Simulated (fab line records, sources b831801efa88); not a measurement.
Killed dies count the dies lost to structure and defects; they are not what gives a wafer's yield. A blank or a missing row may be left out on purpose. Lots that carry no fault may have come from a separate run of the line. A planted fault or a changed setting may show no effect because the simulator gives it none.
Problem report, 8D (eight disciplines) form, completed by code || flow sky130 || the parts of the form that need people (team, actions taken, sign-off) are left out

== 1. WHAT IS WRONG ==
Mean VIA2_HDPCVD_THK at SKY_VIA2_THK_MEAS_01: 2174 nm over 5 wafers in 4 lots; fault-free wafers: 1181 nm, standard deviation 11. Measured from the usual mean, that is +90 standard deviations.
Seen first at day 40 11:08 on film_metro-01, wafer L818.6. Wafers with a number at this step in the record: 36, from 12 lots. Rule for "out" (also "out of limits"): further than 4 standard deviations from the usual mean. Any other wafer with a number is counted as sound.

== 2. WHAT THIS IS AND IS NOT ==
{"question": "which readings at this step", "is": "VIA2_HDPCVD_THK", "is not": "-"}
{"question": "which lots", "is": "L818, L820, L821, L822", "is not": "L805, L807, L810, L812, L815, L817, L826, L828"}
{"question": "which wafers of those lots", "is": "L818.6, L820.1, L820.6, L821.5, L822.5", "is not": "L818.2, L818.4, L820.3, L821.4, L821.6, L822.3, L822.4"}
{"question": "read on which gauges", "is": "film_metro-01, film_metro-03", "is not": "film_metro-04"}
{"question": "when", "is": "from day 40 11:08", "is not": "up to then (20 sound wafers); but 11 sound wafers of L820, L821, L822, L826, L828 came after"}

== 3. THE SUSPECTS, EACH WITH WHAT RULES IT OUT ==
Counting: if a tool at a process step up to the reading ran every lot that is out, it stays a suspect. Sound lots after the first of them don't rule it out here, since some wafers of a struck lot are sound.
- the gauge at SKY_VIA2_THK_MEAS_01 has been ruled out. 2 gauges (film_metro-01, film_metro-03) read the wafers that are out.
- hdpcvd-02 at SKY_VIA2_HDPCVD_00 (deposits SiO2, target thk 1180 nm, time 196.7 s): kept. Ran every lot that is out, first one L818 (day 40 10:59); last sound lot up to then L817 (day 39 17:43).
Left after counting: hdpcvd-02 at SKY_VIA2_HDPCVD_00.

== 4. THE CAUSE (what the simulator had put in) ==
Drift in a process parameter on hdpcvd-02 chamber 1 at SKY_VIA2_HDPCVD_00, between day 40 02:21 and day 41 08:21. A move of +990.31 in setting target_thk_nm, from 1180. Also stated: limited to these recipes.
Only this tool survived the counting.

== 5. SEQUENCE OF EFFECTS, ordered by route ==
Each row: a reading whose mean over the struck wafers that have a number lies more than 3 standard deviations from the usual. Scope: only readings with a usual standard deviation given in the record; hours: median across lots of the time from each lot's start at the first step in this table that gives one to its start at this step; sigmas: change in usual standard deviations.
{"hours": 0, "step": "SKY_VIA2_THK_MEAS_01", "reading": "VIA2_HDPCVD_THK", "usual": "1181 nm", "on struck wafers": 2174, "change": "+993", "sigmas": "+90"}
Later steps that measure or inspect, where all struck wafers having a row at the step show a number for every such reading and not one has moved that far: SKY_VIA2_CD_MEAS_12.

== 6. WHAT WOULD HAVE CAUGHT IT SOONER ==
In this record the first reading out of limits at a measuring or inspecting step was taken at day 40 11:08, 9 hours after the fault began at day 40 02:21.
L821, L820, L822, from the lots that are out (4), started SKY_VIA2_HDPCVD_00 on hdpcvd-02 later than day 40 11:08. A hold on the tool at that time would have spared those 3.
